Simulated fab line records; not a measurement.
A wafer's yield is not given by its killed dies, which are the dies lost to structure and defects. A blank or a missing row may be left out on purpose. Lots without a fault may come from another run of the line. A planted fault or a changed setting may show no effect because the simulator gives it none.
fab line records	flow gf180mcu
record lots=5	wafers=15	last_day=33
route steps=602 shown DNWELL@34 NWELL@42 PASSIVATION@602
lots untouched by any fault: they come from a run of this same line in which no faults occurred
start_h: hours from the record's first day to the start of the lot's first wafer shown	wait_h: hours since the lot's step before	" unchanged from the row above	L1.1+2: several wafers, shown together as one row	- either no value or no given start	* or withheld: withheld	< > ~ a bound
route shown NAME@n: NAME is a module with steps in the file, n the number in the route of the first one	usual: mean and standard deviation over wafers with no fault	same: alike in all rows	chamber/n: place in a boat	sites: per-site readings	_std_site: how widely they spread, as a standard deviation	_edge_site: outer sites' mean less inner sites'	radius_mm: for every site, how far away it sits from the centre of the wafer	mask NAME#n: copy n	behind: the last tool/chamber to shape the wafer	hold: the reason the lot was held/the length of the hold in hours/how it ended	device: which transistor (n, p or np) failed to switch	end of line: the same wafers' tests at the end of the route	for a step that has no rows: nothing shown but its recipe	killed: not the wafer's yield, but the dies lost to structure and defects at the first sort	map: dies across one wafer; x = killed, . = not, _ = none there
set.NAME: the setting as run; set.NAME@STEP: as run at that earlier step	model.NAME: the simulator's own value behind a step, which no gauge read
lots at some steps of the route; a table a step, a row a wafer
services: when a tool's chamber went out of use (start_h, in hours from the record's first day, below 0 if earlier), for how many hours, and the reason
## steps
# step GF_DNWELL_COAT_02
# recipe spin_rpm=2000	resist_thk_nm=3000
# step GF_DNWELL_SOFTBAKE_03
# recipe temp_c=110	time_s=withheld
# step GF_DNWELL_EXPOSE_04
# recipe mask_id=DNWELL	target_cd_nm=1700	na=0.6	source_shape=conventional	sigma_outer=0.6	dose_mj=260
# step GF_DNWELL_PEB_05
# recipe temp_c=115	time_s=withheld
# step GF_DNWELL_DEVELOP_06
# recipe wall_angle_deg=90	develop_time_s=60	dev_temp_c=23
# step GF_DNWELL_IMPLANT_07
# recipe species=P	energy_kev=1500	dose_cm2=1e+13	tilt_deg=0
# step GF_DNWELL_STRIP_08
# recipe chemistry=O2/N2	power_w=1400	pressure_mtorr=1500	platen_temp_c=250	o2_flow_sccm=3000	n2_flow_sccm=300	overash_fraction=0.5
# usual drypump_motor_current_A=5.6/0.54	heater_power_w=340/24	oes_product_au=0.722/0.004	strip_time_to_endpoint_s=37.00/0.12
lot.wafer	tool	chamber	start_h	wait_h	drypump_motor_current_A	heater_power_w	oes_product_au	rf_hours_counter_h	strip_time_to_endpoint_s
L371.3	plasma_asher-03	1	75.40	0.1	4.9	323	0.725	-	37.02
L371.4	"	0	"	"	5.5	324	0.724	-	37.02
L371.6	"	0	"	"	5.5	338	0.727	-	37.00
L372.1	plasma_asher-03	0	81.87	0.1	5.5	326	0.721	40	36.93
L372.5	"	1	"	"	4.9	316	0.714	-	36.84
L372.6	"	0	"	"	5.5	324	0.723	-	36.93
L374.3	plasma_asher-03	0	91.55	0.1	5.5	323	0.723	-	37.10
L374.4	"	1	"	"	4.9	323	0.721	-	37.09
L374.5	"	1	"	"	4.9	322	0.724	-	37.14
L383.1	plasma_asher-03	0	139.46	0.1	5.4	320	0.725	47	36.93
L383.2	"	1	"	"	4.9	316	0.725	47	37.00
L383.6	"	1	"	"	4.9	319	0.724	-	36.95
L385.2	plasma_asher-03	0	148.86	0.1	5.4	333	0.724	47	37.00
L385.3	"	0	"	"	5.4	318	0.716	-	37.00
L385.5	"	0	"	"	5.3	332	0.728	-	36.89
# step GF_DNWELL_TW_MEAS_09
# usual DNWELL_TW=1360/24
lot.wafer	tool	chamber	start_h	wait_h	DNWELL_TW
L371.3	film_metro-04	-	75.48	0.1	1384
L371.4	"	-	"	"	1383
L371.6	"	-	"	"	1384
L372.1	film_metro-04	-	81.97	0.1	1381
L372.5	"	-	"	"	1386
L372.6	"	-	"	"	1388
L374.3	film_metro-02	-	91.63	0.1	1348
L374.4	"	-	"	"	1338
L374.5	"	-	"	"	1348
L383.1	film_metro-03	-	139.56	0.1	1370
L383.2	"	-	"	"	1377
L383.6	"	-	"	"	1367
L385.2	film_metro-03	-	148.97	0.1	1384
L385.3	"	-	"	"	1385
L385.5	"	-	"	"	1373
# step GF_NWELL_DEHYDRATE_00
# recipe temp_c=200	time_s=60
# step GF_NWELL_HMDS_01
# recipe prime_time_s=60	prime_temp_c=120
# step GF_NWELL_COAT_02
# recipe spin_rpm=2000	resist_thk_nm=3000
# step GF_NWELL_SOFTBAKE_03
# recipe temp_c=110	time_s=withheld
# step GF_NWELL_EXPOSE_04
# recipe mask_id=Nwell	target_cd_nm=860	na=0.6	source_shape=conventional	sigma_outer=0.6	dose_mj=260
# same sigma_outer=0.6
lot.wafer	tool	chamber	start_h	wait_h	mask
L371.3+4+6	iline_stepper-01	0	82.22	-	Nwell#0
L372.1+5+6	iline_stepper-02	0	88.84	-	Nwell#0
L374.3+4+5	iline_stepper-01	0	98.64	-	Nwell_R1#0
L383.1+2+6	iline_stepper-02	0	147.33	-	Nwell#0
L385.2+3+5	iline_stepper-01	0	157.37	-	Nwell#0
# step GF_NWELL_PEB_05
# recipe temp_c=115	time_s=withheld
# step GF_PASSIVATION_PROBE_99
lot.wafer	tool	chamber	start_h	wait_h	model.etest.pwell_in_dnwell.line_ohm_um	model.etest.ldpmos_10p0.r_on_ohm_um	model.etest.pwell_in_dnwell.width_nm	model.etest.nwell.width_nm	model.etest.ldpmos_10p0.drive_ua_um
L371.3	prober-01	-	718.17	0.2	3940	1.129e+04	605.6	851.3	257.5
L371.4	prober-01	-	718.22	0.2	3985	1.116e+04	600.7	856.2	256.3
L371.6	prober-01	-	718.32	0.2	3927	1.13e+04	601.6	860.1	255.8
L372.1	prober-02	-	724.57	0.1	4074	1.119e+04	605.1	857.1	259.5
L372.5	prober-02	-	724.77	0.2	4111	1.126e+04	601.3	863.1	259.4
L372.6	prober-02	-	724.82	0.2	4117	1.107e+04	601.8	856.8	261.1
L374.3	prober-02	-	736.26	0.2	4984	1.139e+04	505.7	904.4	256.3
L374.4	prober-02	-	736.31	0.2	5180	1.141e+04	501.9	907.2	250.6
L374.5	prober-02	-	736.36	0.2	4902	1.136e+04	509.7	905.5	252.9
L383.1	prober-02	-	800.56	0.1	4105	1.074e+04	597.4	855.7	274.2
L383.2	prober-02	-	800.61	0.1	4165	1.076e+04	603.6	859.5	274.5
L383.6	prober-02	-	800.81	0.2	4145	1.085e+04	602	857.3	268.2
L385.2	prober-01	-	801.58	0.1	4134	1.114e+04	597.7	864.3	261.2
L385.3	prober-01	-	801.63	0.2	4150	1.11e+04	595.4	864.4	258.8
L385.5	prober-01	-	801.73	0.2	4225	1.123e+04	598.6	864	256.5
# killed by level:class
L371.3 V3:geometric_particle:open=7 CONTACT:geometric_particle:open=6 V3:geometric_particle:short=6 V4:geometric_particle:open=5 STI:geometric_particle:short=4 M3:geometric_particle:short=4 V5:geometric_particle:short=4 V2:geometric_particle:short=3
L371.4 V4:geometric_particle:open=6 M1:geometric_particle:short=5 CONTACT:geometric_particle:open=4 STI:geometric_particle:short=3 CONTACT:geometric_particle:short=3 V5:geometric_particle:short=3 V2:geometric_particle:short=3 V5:geometric_particle:open=3
L371.6 V3:geometric_particle:open=5 V2:geometric_particle:open=4 V4:geometric_particle:open=4 M1:geometric_particle:short=3 V1:geometric_particle:open=3 V3:geometric_particle:short=3 STI:geometric_particle:short=2 M1:geometric_particle:open=2
L372.1 V4:geometric_particle:open=5 V4:geometric_particle:short=4 STI:geometric_particle:short=3 V2:geometric_particle:open=3 V3:geometric_particle:open=3 M5:geometric_particle:short=3 CONTACT:geometric_particle:short=2 CONTACT:geometric_particle:open=2
L372.5 CONTACT:geometric_particle:open=6 V3:geometric_particle:open=4 M5:geometric_particle:short=4 V4:geometric_particle:open=3 V5:geometric_particle:open=3 STI:geometric_particle:short=2 STI:geometric_particle:open=2 CONTACT:geometric_particle:short=2
L372.6 V1:geometric_particle:open=7 CONTACT:geometric_particle:open=6 V4:geometric_particle:open=6 V2:geometric_particle:short=5 M1:geometric_particle:short=5 V3:geometric_particle:open=4 V2:geometric_particle:open=3 POLY_GATE:geometric_particle:open=2
L383.1 CONTACT:geometric_particle:open=6 V2:geometric_particle:open=5 CONTACT:geometric_particle:short=3 V3:geometric_particle:short=3 V4:geometric_particle:open=3 V5:geometric_particle:open=3 V5:geometric_particle:short=3 STI:geometric_particle:open=2
L383.2 V3:geometric_particle:short=6 V3:geometric_particle:open=6 M2:geometric_particle:short=5 CONTACT:geometric_particle:open=4 V2:geometric_particle:open=4 V5:geometric_particle:open=4 V1:geometric_particle:open=3 V5:geometric_particle:short=3
L383.6 V3:geometric_particle:open=6 V1:geometric_particle:open=6 CONTACT:geometric_particle:open=5 STI:geometric_particle:short=3 V2:geometric_particle:open=3 V4:geometric_particle:short=3 M5:geometric_particle:short=3 V5:geometric_particle:open=3
L385.2 V1:geometric_particle:open=6 CONTACT:geometric_particle:open=5 CONTACT:geometric_particle:short=4 V2:geometric_particle:open=4 V3:geometric_particle:open=4 STI:geometric_particle:short=3 M1:geometric_particle:short=3 V5:geometric_particle:open=3
L385.3 V5:geometric_particle:open=5 STI:geometric_particle:open=4 V2:geometric_particle:open=4 V3:geometric_particle:open=4 V4:geometric_particle:open=4 CONTACT:geometric_particle:open=3 M1:geometric_particle:short=3 V2:geometric_particle:short=3
L385.5 CONTACT:geometric_particle:open=5 V2:geometric_particle:open=3 V1:geometric_particle:short=3 V1:geometric_particle:open=3 V3:geometric_particle:open=3 M4:geometric_particle:short=3 CONTACT:geometric_particle:short=2 M1:geometric_particle:short=2
## services
tool	chamber	start_h	hours	kind
iline_stepper-02	-	56.70	1.7	pm
plasma_asher-03	-	59.19	14.6	pm
iline_stepper-02	-	71.24	0.8	repair
iline_stepper-01	-	93.19	1.7	pm
iline_stepper-02	0	153.68	-	calibration
## key
first_sign step=GF_NWELL_EXPOSE_04	reading=mask	direction=changed
effect none on later readings
model_effect step=GF_PASSIVATION_PROBE_99	value=etest.pwell_in_dnwell.line_ohm_um	without=4280	struck=5022
met_at GF_NWELL_EXPOSE_04
struck_wafers L374.3,L374.4,L374.5
sort_left_out L374.3,L374.4,L374.5
tester_left_out L374
onset_between 82.22 98.64
fault kind=wrong_mask	tool=any	chamber=-	onset_h=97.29	steps=GF_NWELL_EXPOSE_04	aux_copy=Nwell_R1#0	cd_offset_nm=129	scope=struck_lots_only
# tester_left_out: of these lots the tester's yield and bins aren't shown, on N5 and GAA mostly nor the transistor test; their killed dies are dies lost to structure and defects alone, not to doping, threshold or leakage, so they don't give the yield
# sort_left_out: the simulated sort isn't trusted on such a fault, so these wafers' sort isn't shown, and their yield isn't known
